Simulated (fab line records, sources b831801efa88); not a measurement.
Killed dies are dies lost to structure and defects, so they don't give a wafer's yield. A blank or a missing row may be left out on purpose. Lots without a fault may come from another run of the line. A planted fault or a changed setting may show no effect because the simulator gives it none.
A struck lot beside a sound one | flow sky130 | 32 steps out of a route of 708
Sound: wafers L126.2, L126.3, L126.6. Struck: wafers L128.3, L128.5, L128.6. The cause comes at the end.
At each step with rows: each side's tool, then ch and its chambers, then its first start. Under that, the readings that differ: sound wafers | struck wafers | difference of the means | sigmas: that difference in standard deviations of wafers without a fault.
alike: readings whose means differ by less than 2 such deviations, and words and numbers that are the same on both sides. not compared: withheld readings, readings that some wafer has no value for, bounds like >300 that may hide the same value, and numbers for which the record gives no deviation and whose values overlap.
The two part at a step that has a row with sigmas, a row that says differs or no value, or rows on one side only. Numbers that don't overlap but have no deviation are shown without sigmas and don't part them. A reading that every wafer of one side lacks parts them only if that side has two wafers or more.

SKY_PWDE_OVL_MEAS_07:
  sound on overlay-01, day 6 09:19; struck on overlay-01, day 6 22:20
  alike: PWDE_OVL
then, 1 step without rows for these wafers: SKY_PWDE_IMPLANT_08.
SKY_PWDE_STRIP_09: strips in O2/N2.
  sound on plasma_asher-03 ch 0, day 6 09:29; struck on plasma_asher-01 ch 0,1, day 6 22:33
  alike: drypump_motor_current_A, oes_product_au, strip_time_to_endpoint_s
  not compared: rf_hours_counter_h
SKY_PWDE_TW_MEAS_10:
  sound on film_metro-04, day 6 09:36; struck on film_metro-02, day 6 22:38
  alike: PWDE_TW
then, 7 steps without rows for these wafers: SKY_NWELL_DEHYDRATE_03 (time 60 s); SKY_NWELL_HMDS_04 (prime time 60 s); SKY_NWELL_COAT_05 (resist thk 3000 nm); SKY_NWELL_SOFTBAKE_06; SKY_NWELL_EXPOSE_07 (exposes mask NWM, target cd 840 nm); SKY_NWELL_PEB_08; SKY_NWELL_DEVELOP_09 (develop time 60 s).
SKY_NWELL_OVL_MEAS_10:
  sound on overlay-02, day 7 04:10; struck on overlay-01, day 7 16:47
  alike: NWELL_00_OVL
SKY_NWELL_IMPLANT_11:
  sound on implanter-03 ch 0, day 7 04:13; struck on implanter-02 ch 0, day 7 16:52
  reading            | sound                           | struck                           | difference  | sigmas
  dose_ions_cm2      | 1.8992e+13 1.899e+13 1.8975e+13 | 2.7083e+13 2.7086e+13 2.7057e+13 | +8.0897e+12 | +99 or more
  faraday_current_uA | 108.8 112.5 105.9               | 154.8 148.8 153.8                | +43.4       | +19
then, 2 steps without rows for these wafers: SKY_NWELL_IMPLANT_12; SKY_NWELL_IMPLANT_13.
SKY_NWELL_STRIP_14: strips in O2/N2.
  sound on plasma_asher-03 ch 1, day 7 04:38; struck on plasma_asher-03 ch 0,1, day 7 17:18
  alike: drypump_motor_current_A, oes_product_au, strip_time_to_endpoint_s
  not compared: rf_hours_counter_h
SKY_NWELL_TW_MEAS_15:
  sound on film_metro-01, day 7 04:45; struck on film_metro-02, day 7 17:23
  reading  | sound          | struck         | difference | sigmas
  NWELL_TW | 1794 1797 1786 | 2049 2059 2051 | +261       | +14
then, 7 steps without rows for these wafers: SKY_NWELL_DEHYDRATE_16 (time 60 s); SKY_NWELL_HMDS_17 (prime time 60 s); SKY_NWELL_COAT_18 (resist thk 3000 nm); SKY_NWELL_SOFTBAKE_19; SKY_NWELL_EXPOSE_20 (exposes mask NWM COMPLEMENT, target cd 840 nm); SKY_NWELL_PEB_21; SKY_NWELL_DEVELOP_22 (develop time 60 s).
SKY_NWELL_OVL_MEAS_23:
  sound on overlay-01, day 8 00:17; struck on overlay-02, day 8 13:31
  alike: NWELL_01_OVL
then, 1 step without rows for these wafers: SKY_NWELL_IMPLANT_24.
SKY_NWELL_STRIP_25: strips in O2/N2.
  sound on plasma_asher-04 ch 0,1, day 8 00:28; struck on plasma_asher-02 ch 0,1, day 8 13:43
  reading                      | sound             | struck            | difference | sigmas
  strip_time_to_endpoint_s (s) | 36.97 37.03 36.95 | 36.75 36.75 36.78 | -0.22      | -2
  alike: drypump_motor_current_A, oes_product_au
  not compared: rf_hours_counter_h
SKY_NWELL_TW_MEAS_26:
  sound on film_metro-04, day 8 00:34; struck on film_metro-04, day 8 13:49
  alike: NWELL_2_TW
then, 1 step without rows for these wafers: SKY_NWELL_CLEAN_27 (cleans in SC1/SC2, time 150 s).
SKY_NWELL_RTA_28: time 30 s.
  sound on rtp_anneal-02 ch 0, day 8 00:41; struck on rtp_anneal-02 ch 0, day 8 13:56
  alike: lamp_power_pct, wafer_temp_C_max
SKY_NWELL_RS_MEAS_29: measures by four-point-probe.
  sound on film_metro-04, day 8 00:47; struck on film_metro-01, day 8 14:02
  reading           | sound             | struck            | difference | sigmas
  NWELL_RS (ohm/sq) | 620.7 623.0 624.2 | 517.0 517.2 516.4 | -105.8     | -62
-- the record jumps here: 40 days lie between the struck wafers' starts before and after (it left off in module NWELL and takes up again in module PAD_OPEN, whose first step shown is number 708 of the route) --
SKY_PAD_OPEN_PROBE_99:
  sound on prober-02, day 48 10:38; struck on prober-01, day 48 16:30
  reading                                | sound                         | struck                       | difference | sigmas
  model.etest.nfet_16v.r_on_ohm_um       | 1.385e+04 1.395e+04 1.417e+04 | 1.281e+04 1.255e+04 1.28e+04 | -1.270e+03 |
  model.etest.pfet_16v.r_on_ohm_um       | 1.491e+04 1.499e+04 1.544e+04 | 1.636e+04 1.557e+04 1.61e+04 | +8.967e+02 |
  model.etest.res_nwell.line_ohm_um      | 1075 1102 1142                | 958 912.2 940.5              | -169       |
  model.etest.res_nwell.rs_ohm_sq        | 900.1 911.6 943.7             | 820.3 778.6 809.5            | -115.7     |
  model.etest.pfet_g5v0d10v5.r_on_ohm_um | 4797 4749 4663                | 4859 4798 4839               | +96        |
  model.etest.tip_p_5v.rs_ohm_sq         | 2853 2854 2873                | 2928 2933 2918               | +66        |
  model.etest.res_nwell.width_nm (nm)    | 838.1 831.5 844.1             | 862 866.4 864.7              | +26        |
  alike: killed_at_M0_to_M3, killed_at_M4_up, killed_at_contacts, killed_at_front_end, killed_at_other, killed_dies, killed_open, killed_short
  not compared: model.etest.res_iso_pwell.width_nm

WHERE THEY PART
First at SKY_NWELL_IMPLANT_11; last, within this record, at SKY_NWELL_RS_MEAS_29. Later steps at which nothing parts them and some readings are alike: SKY_PAD_OPEN_PROBE_99.

WHY: what the simulator had put in
Process parameter drift: implanter-02, from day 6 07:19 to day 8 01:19, at SKY_NWELL_IMPLANT_11. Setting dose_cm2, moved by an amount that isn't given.
